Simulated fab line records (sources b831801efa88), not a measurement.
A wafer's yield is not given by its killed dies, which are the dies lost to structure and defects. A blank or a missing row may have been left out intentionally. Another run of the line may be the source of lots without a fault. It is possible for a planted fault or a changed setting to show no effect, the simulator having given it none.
fab line records	flow gf180mcu
[record] lots = 24	wafers = 72	lastDay = 34
route steps=602 shown MIM@511 V5@558 TOP_METAL@567 PASSIVATION@589
lots that met no fault: taken from a fault-free run of the same line
startH: start of the lot's first displayed wafer, in hours after the record's first day	waitH: time in hours since the lot's previous step	" as in the row above	L1.1+2: one row covering several wafers at once	- no value present, or no start provided	* or withheld: withheld	< > ~ a bound
route shown NAME@n: a module of which the file shows steps, and the number in the route of the first	usual: mean and standard deviation over wafers with no fault	same: alike in all rows	chamber/n: place in a boat	sites: each site's reading	_std_site: standard deviation of those values	_edge_site: inner sites' mean taken away from outer sites' mean	radiusMm: how far each site lies from the wafer's centre	mask NAME#n: copy n	behind: the most recent tool/chamber to have shaped the wafer	hold: cause of the lot's hold/its duration in hours/its outcome	device: whichever transistor did not switch (one of n, p or np)	end of line: the same wafers' tests at the end of the route	a step with no rows: only its recipe	killed: dies lost to structure and defects at the first sort, not the wafer's yield	map: dies across one wafer; x = killed, . = not, _ = none there
set.NAME: the setting as run; set.NAME@STEP: as run at that earlier step	model.NAME: the simulator's own value behind a step, which no gauge read
one table for each step of the route and one row for each wafer, over a sample of lots
services: a tool's chamber out of use, with start hour (startH, from the record's first day; less than 0 if before it), hours out, and reason
[[steps]]
[step GF_MIM_SPUTTER_08]
[recipe] material = AlCu	targetThkNm = 200	powerW = 10600	timeS = 10.6	chamberPressurePa = 0.4
[usual] throttleValvePct = 29.8/1.2
lot.wafer	tool	chamber	startH	waitH	throttleValvePct
L074.1	pvdSputter-02	-	562.87	0.0	29.8
L074.3	"	-	"	"	30.2
L074.5	"	-	"	"	30.6
L075.2	pvdSputter-01	-	570.68	0.0	30.7
L075.4	"	-	"	"	27.7
L075.5	"	-	"	"	31.4
L076.3	pvdSputter-03	-	581.87	0.0	31.2
L076.5	"	-	"	"	30.5
L076.6	"	-	"	"	29.0
L077.1	pvdSputter-01	-	584.35	0.0	28.9
L077.3	"	-	"	"	31.3
L077.5	"	-	"	"	27.3
L078.2	pvdSputter-02	-	600.74	0.0	30.4
L078.3	"	-	"	"	30.3
L078.6	"	-	"	"	29.4
L079.3	pvdSputter-01	-	606.01	0.0	27.4
L079.5	"	-	"	"	28.6
L079.6	"	-	"	"	31.4
L080.2	pvdSputter-01	-	614.72	0.0	30.7
L080.4	"	-	"	"	31.5
L080.5	"	-	"	"	30.7
L081.1	pvdSputter-02	-	618.61	0.0	30.6
L081.2	"	-	"	"	30.5
L081.4	"	-	"	"	30.4
L082.2	pvdSputter-03	-	628.36	0.0	31.2
L082.5	"	-	"	"	28.3
L082.6	"	-	"	"	30.7
L083.3	pvdSputter-02	-	637.16	0.0	30.6
L083.4	"	-	"	"	29.7
L083.6	"	-	"	"	30.3
L084.2	pvdSputter-03	-	645.40	0.0	31.1
L084.5	"	-	"	"	31.2
L084.6	"	-	"	"	28.7
L085.2	pvdSputter-02	-	653.62	0.0	29.8
L085.3	"	-	"	"	29.9
L085.6	"	-	"	"	30.6
L086.1	pvdSputter-03	-	661.86	0.0	30.8
L086.2	"	-	"	"	28.3
L086.5	"	-	"	"	31.0
L087.1	pvdSputter-01	-	667.33	0.0	30.5
L087.4	"	-	"	"	28.6
L087.5	"	-	"	"	27.6
L088.1	pvdSputter-03	-	672.60	0.0	28.2
L088.4	"	-	"	"	28.9
L088.5	"	-	"	"	28.2
L089.1	pvdSputter-01	-	682.10	0.0	31.3
L089.2	"	-	"	"	30.7
L089.5	"	-	"	"	28.8
L090.2	pvdSputter-01	-	688.22	0.0	28.6
L090.3	"	-	"	"	27.6
L090.6	"	-	"	"	30.6
L091.2	pvdSputter-03	-	691.13	0.0	31.1
L091.4	"	-	"	"	28.4
L091.5	"	-	"	"	30.5
L092.1	pvdSputter-03	-	698.11	0.0	28.3
L092.2	"	-	"	"	31.1
L092.3	"	-	"	"	30.9
L093.1	pvdSputter-01	-	703.19	0.0	28.4
L093.3	"	-	"	"	27.7
L093.6	"	-	"	"	30.7
L094.2	pvdSputter-02	-	711.25	0.0	29.7
L094.4	"	-	"	"	30.2
L094.5	"	-	"	"	29.8
L095.2	pvdSputter-01	-	715.64	0.0	28.6
L095.3	"	-	"	"	30.8
L095.4	"	-	"	"	27.4
L096.2	pvdSputter-02	-	723.12	0.0	30.3
L096.3	"	-	"	"	30.1
L096.4	"	-	"	"	30.0
L097.4	pvdSputter-01	-	727.41	0.0	27.7
L097.5	"	-	"	"	31.1
L097.6	"	-	"	"	30.7
[step GF_MIM_RS_MEAS_10]
[recipe] thkMeasGauge = four-point-probe	reads = TiN_of_MIM_SPUTTER_09+AlCu_of_MIM_SPUTTER_08+TiN_of_MIM_SPUTTER_07
[usual] MIM_ALCU_RS = 0.1602/0.0021
lot.wafer	tool	chamber	startH	waitH	MIM_ALCU_RS[ohm/sq]
L074.1	filmMetro-02	-	562.92	0.0	0.1608
L074.3	"	-	"	"	0.1595
L074.5	"	-	"	"	0.1598
L075.2	filmMetro-02	-	570.76	0.0	0.1627
L075.4	"	-	"	"	0.1628
L075.5	"	-	"	"	0.1626
L076.3	filmMetro-01	-	581.97	0.1	0.1609
L076.5	"	-	"	"	0.1618
L076.6	"	-	"	"	0.1598
L077.1	filmMetro-02	-	584.41	0.0	0.1580
L077.3	"	-	"	"	0.1580
L077.5	"	-	"	"	0.1590
L078.2	filmMetro-01	-	600.81	0.0	0.1593
L078.3	"	-	"	"	0.1616
L078.6	"	-	"	"	0.1602
L079.3	filmMetro-02	-	606.12	0.1	0.1615
L079.5	"	-	"	"	0.1603
L079.6	"	-	"	"	0.1623
L080.2	filmMetro-01	-	614.79	0.0	0.1577
L080.4	"	-	"	"	0.1578
L080.5	"	-	"	"	0.1589
L081.1	filmMetro-01	-	618.66	0.0	0.1611
L081.2	"	-	"	"	0.1593
L081.4	"	-	"	"	0.1600
L082.2	filmMetro-01	-	628.44	0.0	0.1604
L082.5	"	-	"	"	0.1612
L082.6	"	-	"	"	0.1607
L083.3	filmMetro-02	-	637.25	0.1	0.1598
L083.4	"	-	"	"	0.1601
L083.6	"	-	"	"	0.1596
L084.2	filmMetro-04	-	645.48	0.0	0.1622
L084.5	"	-	"	"	0.1616
L084.6	"	-	"	"	0.1606
L085.2	filmMetro-01	-	653.69	0.0	0.1582
L085.3	"	-	"	"	0.1595
L085.6	"	-	"	"	0.1567
L086.1	filmMetro-01	-	661.92	0.0	0.1622
L086.2	"	-	"	"	0.1635
L086.5	"	-	"	"	0.1598
L087.1	filmMetro-02	-	667.39	0.0	0.1568
L087.4	"	-	"	"	0.1573
L087.5	"	-	"	"	0.1577
L088.1	filmMetro-02	-	672.66	0.0	0.1657
L088.4	"	-	"	"	0.1624
L088.5	"	-	"	"	0.1669
L089.1	filmMetro-02	-	682.16	0.0	0.1569
L089.2	"	-	"	"	0.1572
L089.5	"	-	"	"	0.1576
L090.2	filmMetro-01	-	688.29	0.0	0.1592
L090.3	"	-	"	"	0.1594
L090.6	"	-	"	"	0.1599
L091.2	filmMetro-02	-	691.21	0.0	0.1603
L091.4	"	-	"	"	0.1624
L091.5	"	-	"	"	0.1604
L092.1	filmMetro-04	-	698.17	0.0	0.1651
L092.2	"	-	"	"	0.1615
L092.3	"	-	"	"	0.1620
L093.1	filmMetro-04	-	703.24	0.0	0.1587
L093.3	"	-	"	"	0.1585
L093.6	"	-	"	"	0.1607
L094.2	filmMetro-04	-	711.33	0.0	0.1601
L094.4	"	-	"	"	0.1592
L094.5	"	-	"	"	0.1607
L095.2	filmMetro-02	-	715.72	0.0	0.1575
L095.3	"	-	"	"	0.1593
L095.4	"	-	"	"	0.1563
L096.2	filmMetro-04	-	723.19	0.0	0.1589
L096.3	"	-	"	"	0.1614
L096.4	"	-	"	"	0.1592
L097.4	filmMetro-02	-	727.53	0.1	0.1552
L097.5	"	-	"	"	0.1564
L097.6	"	-	"	"	0.1566
[step GF_V5_STRIP_18]
[recipe] chemistry = O2/N2	powerW = 1400	pressureMtorr = 1500	platenTempC = 250	o2FlowSccm = 3000	n2FlowSccm = 300	overashFraction = 0.5
[usual] drypumpMotorCurrentA = 5.66/0.29	heaterPowerW = 362/24	oesProductAu = 0.569/0.0053	platenTempC = 249.99/0.18
lot.wafer	tool	chamber	startH	waitH	drypumpMotorCurrentA	heaterPowerW	oesProductAu	platenTempC	rfHoursCounterH
L074.1	plasmaAsher-03	1	627.33	-	6.08	355	0.562	250.07	104
L074.3	"	1	"	"	6.08	348	0.567	249.95	-
L074.5	"	0	"	"	5.57	369	0.569	249.85	-
L075.2	plasmaAsher-04	0	635.87	-	5.69	409	0.573	249.90	53
L075.4	"	1	"	"	5.60	365	0.575	249.77	-
L075.5	"	1	"	"	5.58	363	0.559	249.68	-
L076.3	plasmaAsher-03	1	645.94	-	6.08	359	0.575	250.11	-
L076.5	"	0	"	"	5.55	364	0.574	249.88	-
L076.6	"	1	"	"	6.07	357	0.562	250.28	-
L077.1	plasmaAsher-03	0	647.08	-	5.57	365	0.565	250.01	106
L077.3	"	0	"	"	5.58	371	0.561	249.97	-
L077.5	"	0	"	"	5.59	352	0.566	250.15	-
L078.2	plasmaAsher-04	1	663.13	-	5.58	353	0.558	249.99	55
L078.3	"	1	"	"	5.60	366	0.573	249.64	-
L078.6	"	0	"	"	5.72	421	0.577	249.82	-
L079.3	plasmaAsher-01	0	667.81	-	5.05	345	0.577	250.16	-
L079.5	"	0	"	"	5.05	356	0.572	250.32	-
L079.6	"	1	"	"	5.74	330	0.577	250.22	-
L080.2	plasmaAsher-04	0	675.22	-	5.70	401	0.565	249.95	57
L080.4	"	0	"	"	5.69	415	0.568	250.03	-
L080.5	"	0	"	"	5.70	404	0.574	249.74	-
L081.1	plasmaAsher-03	0	678.73	-	5.57	371	0.557	249.89	109
L081.2	"	1	"	"	6.06	365	0.567	250.09	109
L081.4	"	0	"	"	5.59	372	0.569	250.27	-
L082.2	plasmaAsher-04	0	688.69	-	5.71	399	0.565	249.81	58
L082.5	"	1	"	"	5.58	353	0.571	249.91	-
L082.6	"	0	"	"	5.73	417	0.564	250.08	-
L083.3	plasmaAsher-01	0	695.91	-	5.07	351	0.566	249.97	-
L083.4	"	1	"	"	5.72	326	0.575	249.95	-
L083.6	"	0	"	"	5.08	359	0.571	250.11	-
L084.2	plasmaAsher-04	1	704.62	-	5.59	368	0.563	250.11	60
L084.5	"	0	"	"	5.68	410	0.570	249.79	-
L084.6	"	1	"	"	5.60	364	0.583	250.25	-
L085.2	plasmaAsher-01	1	712.47	-	5.71	327	0.566	249.97	29
L085.3	"	1	"	"	5.72	331	0.572	250.04	-
L085.6	"	1	"	"	5.71	340	0.575	249.87	-
L086.1	plasmaAsher-01	0	719.23	-	5.08	350	0.568	249.87	30
L086.2	"	1	"	"	5.73	328	0.568	249.95	30
L086.5	"	1	"	"	5.73	342	0.565	249.99	-
L087.1	plasmaAsher-03	0	724.87	-	5.58	366	0.566	249.74	113
L087.4	"	0	"	"	5.54	366	0.566	250.04	-
L087.5	"	1	"	"	6.08	360	0.566	250.03	-
L088.1	plasmaAsher-03	0	729.69	-	5.56	365	0.570	250.16	114
L088.4	"	1	"	"	6.06	360	0.561	250.30	-
L088.5	"	1	"	"	6.07	352	0.564	250.19	-
L089.1	plasmaAsher-01	1	738.42	-	5.72	334	0.563	250.05	32
L089.2	"	0	"	"	5.05	349	0.566	249.87	32
L089.5	"	0	"	"	5.07	353	0.582	250.03	-
L090.2	plasmaAsher-03	1	744.37	-	6.10	350	0.564	249.91	0
L090.3	"	1	"	"	6.06	351	0.574	249.88	-
L090.6	"	1	"	"	6.07	347	0.567	249.59	-
L091.2	plasmaAsher-01	0	747.68	-	5.06	353	0.574	249.88	33
L091.4	"	1	"	"	5.73	334	0.569	250.09	-
L091.5	"	1	"	"	5.74	325	0.571	249.97	-
L092.1	plasmaAsher-04	1	753.97	-	5.62	354	0.570	249.67	66
L092.2	"	0	"	"	5.72	411	0.569	250.01	66
L092.3	"	1	"	"	5.59	366	0.573	249.87	-
L093.1	plasmaAsher-03	0	757.09	-	5.57	345	0.571	250.01	1
L093.3	"	1	"	"	6.06	357	0.577	250.00	-
L093.6	"	0	"	"	5.57	342	0.570	250.18	-
L094.2	plasmaAsher-04	1	764.73	-	5.59	349	0.571	249.89	67
L094.4	"	1	"	"	5.61	366	0.571	249.82	-
L094.5	"	0	"	"	5.70	406	0.566	249.86	-
L095.2	plasmaAsher-04	1	767.53	-	5.59	364	0.567	250.05	67
L095.3	"	1	"	"	5.57	362	0.568	250.07	-
L095.4	"	0	"	"	5.73	410	0.560	250.37	-
L096.2	plasmaAsher-03	1	774.67	-	6.07	348	0.571	250.19	3
L096.3	"	0	"	"	5.59	344	0.571	249.94	-
L096.4	"	1	"	"	6.06	348	0.568	250.19	-
L097.4	plasmaAsher-03	0	779.31	-	5.55	341	0.568	250.13	-
L097.5	"	0	"	"	5.57	344	0.566	249.94	-
L097.6	"	1	"	"	6.07	364	0.570	249.62	-
[step GF_V5_SPUTTER_21]
[recipe] material = Ti	targetThkNm = 15	chamberPressurePa = 5	powerW = 2500	substrateTempC = 200	timeS = 80.02
[usual] throttleValvePct = 29.6/1.4
lot.wafer	tool	chamber	startH	waitH	throttleValvePct
L074.1	pvdSputter-03	-	627.86	0.0	31.3
L074.3	"	-	"	"	29.0
L074.5	"	-	"	"	31.2
L075.2	pvdSputter-03	-	636.41	0.0	28.9
L075.4	"	-	"	"	30.8
L075.5	"	-	"	"	30.9
L076.3	pvdSputter-03	-	646.45	0.0	28.7
L076.5	"	-	"	"	30.5
L076.6	"	-	"	"	28.2
L077.1	pvdSputter-04	-	647.62	0.0	29.7
L077.3	"	-	"	"	27.1
L077.5	"	-	"	"	29.5
L078.2	pvdSputter-01	-	663.66	0.0	27.2
L078.3	"	-	"	"	30.5
L078.6	"	-	"	"	28.7
L079.3	pvdSputter-01	-	668.32	0.0	28.5
L079.5	"	-	"	"	27.6
L079.6	"	-	"	"	28.5
L080.2	pvdSputter-04	-	675.77	0.0	26.8
L080.4	"	-	"	"	29.5
L080.5	"	-	"	"	29.4
L081.1	pvdSputter-03	-	679.36	0.0	31.2
L081.2	"	-	"	"	29.2
L081.4	"	-	"	"	30.6
L082.2	pvdSputter-01	-	689.57	0.0	30.7
L082.5	"	-	"	"	27.6
L082.6	"	-	"	"	28.7
L083.3	pvdSputter-03	-	696.41	0.0	30.7
L083.4	"	-	"	"	30.6
L083.6	"	-	"	"	28.3
L084.2	pvdSputter-01	-	705.16	0.0	27.6
L084.5	"	-	"	"	27.6
L084.6	"	-	"	"	30.6
L085.2	pvdSputter-03	-	713.01	0.0	30.8
L085.3	"	-	"	"	31.1
L085.6	"	-	"	"	29.2
L086.1	pvdSputter-01	-	719.76	0.0	30.5
L086.2	"	-	"	"	27.7
L086.5	"	-	"	"	27.5
L087.1	pvdSputter-01	-	725.41	0.0	31.4
L087.4	"	-	"	"	28.6
L087.5	"	-	"	"	27.6
L088.1	pvdSputter-01	-	730.64	0.0	30.8
L088.4	"	-	"	"	27.6
L088.5	"	-	"	"	30.5
L089.1	pvdSputter-04	-	738.96	0.0	27.2
L089.2	"	-	"	"	30.9
L089.5	"	-	"	"	30.4
L090.2	pvdSputter-01	-	744.91	0.0	31.0
L090.3	"	-	"	"	30.4
L090.6	"	-	"	"	30.7
L091.2	pvdSputter-01	-	748.22	0.0	28.8
L091.4	"	-	"	"	30.8
L091.5	"	-	"	"	28.7
L092.1	pvdSputter-04	-	754.51	0.0	30.8
L092.2	"	-	"	"	30.4
L092.3	"	-	"	"	30.0
L093.1	pvdSputter-03	-	757.62	0.0	28.9
L093.3	"	-	"	"	30.7
L093.6	"	-	"	"	28.3
L094.2	pvdSputter-04	-	765.31	0.0	27.5
L094.4	"	-	"	"	30.5
L094.5	"	-	"	"	30.9
L095.2	pvdSputter-01	-	768.06	0.0	28.7
L095.3	"	-	"	"	27.6
L095.4	"	-	"	"	30.7
L096.2	pvdSputter-03	-	775.27	0.0	28.3
L096.3	"	-	"	"	30.7
L096.4	"	-	"	"	28.9
L097.4	pvdSputter-04	-	779.87	0.0	30.3
L097.5	"	-	"	"	27.2
L097.6	"	-	"	"	30.6
[step GF_TOP_METAL_SPUTTER_00]
[recipe] material = Ti	targetThkNm = 37.5	arrivingIonEnergyEv = 80	substrateTempC = 200	chamberPressurePa = 2	powerW = 4000	timeS = 150
[usual] throttleValvePct = 29.8/1
lot.wafer	tool	chamber	startH	waitH	throttleValvePct
L074.1	pvdSputter-03	-	628.90	0.2	30.8
L074.3	"	-	"	"	29.0
L074.5	"	-	"	"	28.9
L075.2	pvdSputter-04	-	637.11	0.1	30.2
L075.4	"	-	"	"	29.6
L075.5	"	-	"	"	30.8
L076.3	pvdSputter-02	-	647.70	0.2	30.0
L076.5	"	-	"	"	29.6
L076.6	"	-	"	"	30.4
L077.1	pvdSputter-04	-	648.60	0.1	30.7
L077.3	"	-	"	"	29.7
L077.5	"	-	"	"	29.7
L078.2	pvdSputter-04	-	664.36	0.1	30.7
L078.3	"	-	"	"	30.7
L078.6	"	-	"	"	29.6
L079.3	pvdSputter-04	-	669.02	0.1	30.5
L079.5	"	-	"	"	27.2
L079.6	"	-	"	"	30.7
L080.2	pvdSputter-02	-	676.46	0.1	30.5
L080.4	"	-	"	"	30.4
L080.5	"	-	"	"	30.4
L081.1	pvdSputter-04	-	680.05	0.1	30.4
L081.2	"	-	"	"	29.5
L081.4	"	-	"	"	27.1
L082.2	pvdSputter-03	-	690.26	0.2	30.6
L082.5	"	-	"	"	29.0
L082.6	"	-	"	"	30.5
L083.3	pvdSputter-02	-	697.21	0.2	30.1
L083.4	"	-	"	"	29.7
L083.6	"	-	"	"	30.6
L084.2	pvdSputter-02	-	705.85	0.1	30.6
L084.5	"	-	"	"	29.7
L084.6	"	-	"	"	30.1
L085.2	pvdSputter-04	-	713.70	0.2	29.4
L085.3	"	-	"	"	30.7
L085.6	"	-	"	"	30.3
L086.1	pvdSputter-04	-	720.46	0.2	29.6
L086.2	"	-	"	"	27.2
L086.5	"	-	"	"	30.6
L087.1	pvdSputter-04	-	726.18	0.1	27.1
L087.4	"	-	"	"	29.6
L087.5	"	-	"	"	27.2
L088.1	pvdSputter-02	-	731.33	0.2	30.4
L088.4	"	-	"	"	30.2
L088.5	"	-	"	"	30.3
L089.1	pvdSputter-02	-	739.65	0.1	29.9
L089.2	"	-	"	"	30.3
L089.5	"	-	"	"	29.6
L090.2	pvdSputter-02	-	745.60	0.2	29.6
L090.3	"	-	"	"	30.6
L090.6	"	-	"	"	30.1
L091.2	pvdSputter-03	-	748.92	0.2	28.3
L091.4	"	-	"	"	31.2
L091.5	"	-	"	"	30.7
L092.1	pvdSputter-03	-	755.20	0.2	29.0
L092.2	"	-	"	"	28.5
L092.3	"	-	"	"	31.0
L093.1	pvdSputter-04	-	758.32	0.1	29.3
L093.3	"	-	"	"	30.4
L093.6	"	-	"	"	30.2
L094.2	pvdSputter-02	-	766.19	0.1	30.4
L094.4	"	-	"	"	29.7
L094.5	"	-	"	"	30.3
L095.2	pvdSputter-04	-	768.76	0.2	30.4
L095.3	"	-	"	"	27.4
L095.4	"	-	"	"	29.5
L096.2	pvdSputter-04	-	775.96	0.1	27.3
L096.3	"	-	"	"	30.4
L096.4	"	-	"	"	30.0
L097.4	pvdSputter-02	-	780.56	0.1	30.0
L097.5	"	-	"	"	30.2
L097.6	"	-	"	"	30.4
[step GF_PASSIVATION_CVD_02]
[recipe] material = Si3N4	targetThkNm = 700	timeS = 486.18	tempC = 400	rfW = 450
[usual] heaterPowerW = 692/98
lot.wafer	tool	chamber	startH	waitH	heaterPowerW
L074.1	pecvd-04	0	650.06	0.1	845
L074.3	"	2	"	"	617
L074.5	"	0	"	"	884
L075.2	pecvd-01	1	657.54	0.0	595
L075.4	"	2	"	"	662
L075.5	"	0	"	"	732
L076.3	pecvd-01	2	668.11	0.0	625
L076.5	"	0	"	"	649
L076.6	"	1	"	"	641
L077.1	pecvd-01	2	669.20	0.1	689
L077.3	"	1	"	"	637
L077.5	"	2	"	"	561
L078.2	pecvd-04	0	684.70	0.0	811
L078.3	"	1	"	"	544
L078.6	"	2	"	"	734
L079.3	pecvd-04	1	689.44	0.0	596
L079.5	"	1	"	"	589
L079.6	"	2	"	"	756
L080.2	pecvd-04	1	696.69	0.0	614
L080.4	"	0	"	"	824
L080.5	"	2	"	"	598
L081.1	pecvd-01	2	700.14	0.1	697
L081.2	"	0	"	"	715
L081.4	"	2	"	"	557
L082.2	pecvd-01	0	710.04	0.0	751
L082.5	"	2	"	"	698
L082.6	"	0	"	"	824
L083.3	pecvd-04	2	717.72	0.0	703
L083.4	"	2	"	"	709
L083.6	"	0	"	"	703
L084.2	pecvd-03	1	724.91	0.0	863
L084.5	"	2	"	"	607
L084.6	"	0	"	"	664
L085.2	pecvd-03	2	732.60	0.0	611
L085.3	"	1	"	"	686
L085.6	"	1	"	"	766
L086.1	pecvd-01	1	738.89	0.1	556
L086.2	"	0	"	"	726
L086.5	"	1	"	"	605
L087.1	pecvd-03	1	745.39	0.1	716
L087.4	"	2	"	"	522
L087.5	"	0	"	"	764
L088.1	pecvd-03	2	749.68	0.1	552
L088.4	"	2	"	"	592
L088.5	"	1	"	"	855
L089.1	pecvd-04	0	756.87	0.1	876
L089.2	"	2	"	"	616
L089.5	"	1	"	"	619
L090.2	pecvd-04	0	763.32	0.0	790
L090.3	"	2	"	"	763
L090.6	"	1	"	"	525
L091.2	pecvd-03	1	766.94	0.0	851
L091.4	"	1	"	"	684
L091.5	"	2	"	"	612
L092.1	pecvd-04	1	772.32	0.1	536
L092.2	"	2	"	"	666
L092.3	"	0	"	"	736
L093.1	pecvd-01	0	775.15	0.1	723
L093.3	"	2	"	"	676
L093.6	"	2	"	"	567
L094.2	pecvd-04	0	783.06	0.0	829
L094.4	"	1	"	"	589
L094.5	"	0	"	"	856
L095.2	pecvd-01	2	785.68	0.0	665
L095.3	"	1	"	"	694
L095.4	"	2	"	"	668
L096.2	pecvd-01	2	792.46	0.0	604
L096.3	"	1	"	"	684
L096.4	"	1	"	"	556
L097.4	pecvd-04	2	797.62	0.2	735
L097.5	"	1	"	"	478
L097.6	"	0	"	"	853
[[services]]
tool	chamber	startH	hours	kind
pvdSputter-03	-	541.15	1.8	repair
plasmaAsher-04	-	550.89	5.8	repair
pecvd-03	-	571.25	14.6	pm
plasmaAsher-03	-	584.77	1.7	repair
pecvd-01	-	591.12	14.0	pm
pvdSputter-01	-	606.81	4.5	repair
pecvd-01	0	622.70	6.5	repair
pvdSputter-02	-	626.89	1.2	repair
pvdSputter-01	-	631.56	5.4	repair
pvdSputter-04	-	643.78	1.3	repair
pvdSputter-03	-	656.19	1.0	repair
pecvd-03	-	681.09	2.8	pm
pecvd-03	-	690.47	1.4	repair
pecvd-01	-	696.11	0.7	repair
pecvd-01	1	699.50	12.6	repair
pecvd-03	0	706.19	4.8	repair
pvdSputter-01	1	732.06	-	consumableReplace:kit
plasmaAsher-03	-	733.75	9.0	pm
pvdSputter-03	-	735.65	5.4	repair
pecvd-01	0	746.87	6.4	repair
plasmaAsher-03	-	760.18	2.8	pm
pecvd-03	-	760.82	0.5	repair
pvdSputter-02	-	784.22	5.0	repair
pecvd-03	-	784.88	0.9	repair
[[key]]
fault none
